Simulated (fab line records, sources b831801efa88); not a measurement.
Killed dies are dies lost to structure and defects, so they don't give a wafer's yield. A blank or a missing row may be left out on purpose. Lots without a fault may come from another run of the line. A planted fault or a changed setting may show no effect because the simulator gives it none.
Which tool did it? | flow sky130 | 13 lots, 39 wafers sampled, at 5 steps of a route of 708

WHAT THE GAUGES READ, wafer by wafer
SKY_NWELL_TW_MEAS_26. Usual: NWELL_2_TW 494, standard deviation 7.8.
lot  | measured     | on            | NWELL_2_TW  | flag
L353 | day 5 09:28  | film_metro-03 | 500 497 498 |
L354 | day 5 15:49  | film_metro-03 | 497 500 498 |
L355 | day 5 19:10  | film_metro-04 | 491 493 491 |
L361 | day 7 08:52  | film_metro-01 | 483 484 481 |
L364 | day 8 04:20  | film_metro-03 | 497 500 500 |
L367 | day 9 04:31  | film_metro-04 | 499 497 495 |
L368 | day 9 09:23  | film_metro-03 | 501 501 505 |
L369 | day 9 09:43  | film_metro-01 | 484 481 482 |
L371 | day 10 04:17 | film_metro-01 | 485 486 483 |
L372 | day 10 07:09 | film_metro-04 | 496 495 495 |
L374 | day 10 20:23 | film_metro-04 | 498 495 497 |
L373 | day 10 21:37 | film_metro-03 | 505 509 508 |
L376 | day 11 06:13 | film_metro-03 | 504 506 508 |

SKY_VT_ADJUST_NCORE_TW_MEAS_11. Usual: VT_ADJUST_NCORE_TW 219.5, standard deviation 2.4.
lot  | measured     | on            | VT_ADJUST_NCORE_TW | flag
L353 | day 8 14:26  | film_metro-03 | 221.4 220.5 221.4  |
L354 | day 8 22:48  | film_metro-02 | 218.4 217.9 220.0  |
L355 | day 9 03:46  | film_metro-03 | 222.8 222.4 221.9  |
L361 | day 10 23:49 | film_metro-04 | 219.6 220.8 219.7  |
L364 | day 11 22:58 | film_metro-02 | 216.5 217.3 216.4  |
L367 | day 13 02:55 | film_metro-02 | 216.4 217.9 217.3  |
L368 | day 13 08:35 | film_metro-02 | 217.5 216.4 218.5  |
L369 | day 13 09:24 | film_metro-03 | 222.7 222.7 222.7  |
L371 | day 14 05:09 | film_metro-03 | 222.4 222.6 222.4  |
L372 | day 14 09:27 | film_metro-02 | 217.7 217.6 218.7  |
L374 | day 15 00:55 | film_metro-02 | 215.9 215.7 216.0  |
L373 | day 15 02:29 | film_metro-03 | 222.9 224.8 222.6  |
L376 | day 15 13:02 | film_metro-02 | 216.5 215.6 217.2  |

SKY_VT_ADJUST_HVTR_TW_MEAS_11. Usual: VT_ADJUST_HVTR_TW 210, standard deviation 3.8.
lot  | measured     | on            | VT_ADJUST_HVTR_TW | flag
L353 | day 9 11:52  | film_metro-04 | 211 211 211       |
L354 | day 9 19:43  | film_metro-04 | 213 211 212       |
L355 | day 10 01:14 | film_metro-03 | 215 215 216       |
L361 | day 11 23:52 | film_metro-01 | 192 192 191       | OFF
L364 | day 12 23:44 | film_metro-04 | 198 198 198       | OFF
L367 | day 14 04:20 | film_metro-04 | 212 212 213       |
L368 | day 14 09:59 | film_metro-01 | 207 206 206       |
L369 | day 14 11:02 | film_metro-04 | 213 212 212       |
L371 | day 15 08:32 | film_metro-03 | 215 215 214       |
L372 | day 15 13:05 | film_metro-01 | 204 205 205       |
L374 | day 16 04:05 | film_metro-01 | 207 205 206       |
L373 | day 16 05:26 | film_metro-04 | 211 210 210       |
L376 | day 16 15:45 | film_metro-03 | 215 215 214       |

SKY_RES_PROTECT_TW_MEAS_08. Usual: POLY_GATE_TW 4017, standard deviation 61.
lot  | measured     | on            | POLY_GATE_TW   | flag
L353 | day 15 00:53 | film_metro-03 | 4099 4095 4117 |
L354 | day 15 07:47 | film_metro-03 | 4108 4102 4105 |
L355 | day 15 14:56 | film_metro-03 | 4106 4101 4108 |
L361 | day 18 07:19 | film_metro-02 | 3983 3992 3992 |
L364 | day 19 11:13 | film_metro-01 | 3927 3923 3920 |
L367 | day 20 22:14 | film_metro-03 | 4092 4100 4108 |
L368 | day 21 08:33 | film_metro-02 | 4024 4055 4025 |
L369 | day 21 06:56 | film_metro-02 | 4023 4037 4023 |
L371 | day 22 00:11 | film_metro-01 | 3919 3917 3942 |
L372 | day 22 01:08 | film_metro-02 | 3988 3976 3974 |
L374 | day 22 18:44 | film_metro-02 | 4011 3990 4005 |
L373 | day 23 01:07 | film_metro-01 | 3916 3935 3943 |
L376 | day 23 09:00 | film_metro-03 | 4080 4082 4069 |

WHICH TOOL RAN EACH LOT (tool, then ch and the chambers of the sampled wafers, then the start)
lot  | SKY_VT_ADJUST_HVTR_IMPLANT_09
L353 | implanter-03 ch 0, day 9 11:37
L354 | implanter-01 ch 0, day 9 19:28
L355 | implanter-01 ch 0, day 10 00:59
L361 | implanter-04 ch 0, day 11 23:37
L364 | implanter-04 ch 0, day 12 23:29
L367 | implanter-01 ch 0, day 14 04:05
L368 | implanter-03 ch 0, day 14 09:46
L369 | implanter-03 ch 0, day 14 10:47
L371 | implanter-01 ch 0, day 15 08:19
L372 | implanter-03 ch 0, day 15 12:52
L374 | implanter-03 ch 0, day 16 03:52
L373 | implanter-01 ch 0, day 16 05:11
L376 | implanter-01 ch 0, day 16 15:32
- SKY_VT_ADJUST_HVTR_IMPLANT_09

WHAT THE TOOLS THEMSELVES READ (means of the sampled wafers that have a number; where no wafer has one, the mark that the record gives instead)
SKY_VT_ADJUST_HVTR_IMPLANT_09. Usual: dose_ions_cm2 2.1003e+12, standard deviation 2.2e+09; faraday_current_uA 11.83, standard deviation 0.24.
lot  | tool         | dose_ions_cm2 | faraday_current_uA | flag
L353 | implanter-03 | 2.1010e+12    | 11.84              |
L354 | implanter-01 | 2.1002e+12    | 12.12              |
L355 | implanter-01 | 2.0991e+12    | 11.77              |
L361 | implanter-04 | 1.6406e+12    | 9.37               | OFF
L364 | implanter-04 | 1.6429e+12    | 9.17               | OFF
L367 | implanter-01 | 2.1008e+12    | 11.79              |
L368 | implanter-03 | 2.0976e+12    | 11.85              |
L369 | implanter-03 | 2.0986e+12    | 11.92              |
L371 | implanter-01 | 2.1002e+12    | 11.75              |
L372 | implanter-03 | 2.0993e+12    | 11.79              |
L374 | implanter-03 | 2.1024e+12    | 11.66              |
L373 | implanter-01 | 2.1010e+12    | 11.65              |
L376 | implanter-01 | 2.1011e+12    | 11.86              |

THE ANSWER, worked out from the rows above alone
Rule: a lot is off if the mean of its wafers that have a number lies more than 3 standard deviations from the usual mean. A lot without any number at a reading at which 4 lots or more have one is off too. The other lots that the step has rows for count as sound. The gauges are gone through in route order, then the tools' own readings, and for those a lot's mean is taken as printed above. The first step at which some lot is off is used, and at that step the reading that is off furthest; a lot without a number counts as furthest.
Off: L361, L364, at SKY_VT_ADJUST_HVTR_TW_MEAS_11 (VT_ADJUST_HVTR_TW).
A tool fits if, at a process step before that reading, it ran every lot that is off, and no sound lot after the first of them. The gauges at SKY_VT_ADJUST_HVTR_TW_MEAS_11 aren't tried: what is off there is off at SKY_VT_ADJUST_HVTR_IMPLANT_09 too, on other tools, and a gauge's error can't cause that. One fits: implanter-04 at SKY_VT_ADJUST_HVTR_IMPLANT_09. It ran no sound lot before its first lot that is off in this sample, so the start can't be narrowed down.
The tool's own readings at SKY_VT_ADJUST_HVTR_IMPLANT_09 bear it out: on the lots that are off they differ by more than 5 times the standard deviation of the sound lots' means. dose_ions_cm2 reads 1.6418e+12 there against 2.1001e+12 on the sound lots; faraday_current_uA reads 9.27 there against 11.82 on the sound lots.

WHAT THE SIMULATOR HAD PUT IN
Process parameter drift: implanter-04, from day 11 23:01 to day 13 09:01, at SKY_VT_ADJUST_HVTR_IMPLANT_09. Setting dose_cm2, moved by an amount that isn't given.
Lots struck among those shown: L361, L364. The rule above found the same.
